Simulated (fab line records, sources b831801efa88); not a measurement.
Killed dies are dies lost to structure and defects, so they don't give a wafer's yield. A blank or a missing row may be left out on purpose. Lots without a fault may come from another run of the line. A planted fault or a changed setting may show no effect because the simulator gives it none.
Chamber matching | flow gf180mcu | GF_V4_CMP_04 on cmp-02: 4 sister chambers
The step polishes SiO2. 8 wafers are shown with their chamber, then 7 later ones without.

WAFERS WITH THEIR CHAMBER
wafer  | chamber | motor_current_A (A) | time_to_endpoint_s (s)
L763.1 | 1       | 13.5                | 77
L763.4 | 2       | 12.9                | 81
L766.5 | 0       | 10.1                | 79
L768.1 | 0       | 10.5                | 69
L768.3 | 1       | 13.5                | 66
L768.5 | 2       | 13.2                | 71
L776.2 | 3       | 11.7                | 84
L776.5 | 3       | 12.5                | 90

WAFERS WITHOUT THEIR CHAMBER
wafer  | motor_current_A (A) | time_to_endpoint_s (s)
L776.6 | 12.0                | 91
L780.2 | 10.3                | 70
L780.4 | 13.4                | 88
L780.5 | 10.1                | 77
L783.1 | 12.1                | 77
L783.4 | 12.8                | 87
L783.6 | 12.4                | 93

WHICH CHAMBER EACH WENT THROUGH
wafer  | from the rows above          | in truth
L776.6 | 3                            | 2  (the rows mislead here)
L780.2 | 0                            | 0
L780.4 | can't be placed: 2 or 1 or 3 | 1
L780.5 | 0                            | 0
L783.1 | can't be placed: 3 or 2      | 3
L783.4 | can't be placed: 2 or 3 or 1 | 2
L783.6 | can't be placed: 3 or 2      | 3
Placed correctly: 2 of 7. Can't be placed from these rows: 4 (the true chamber is among the candidates in 4). Placed wrongly: 1.
How it was worked out, from the rows above alone: a wafer's distance from a chamber is the root of the sum, over the readings, of the square of ((its reading less the chamber's mean) divided by the reading's scatter). The wafer belongs to the nearest chamber; if the next one is less than 2 further off, it can't be placed. A chamber's mean is the mean of its shown wafers. The scatter: the root of (the sum of the squares of (reading less its chamber's mean) over the shown wafers, divided by (wafers less chambers)).
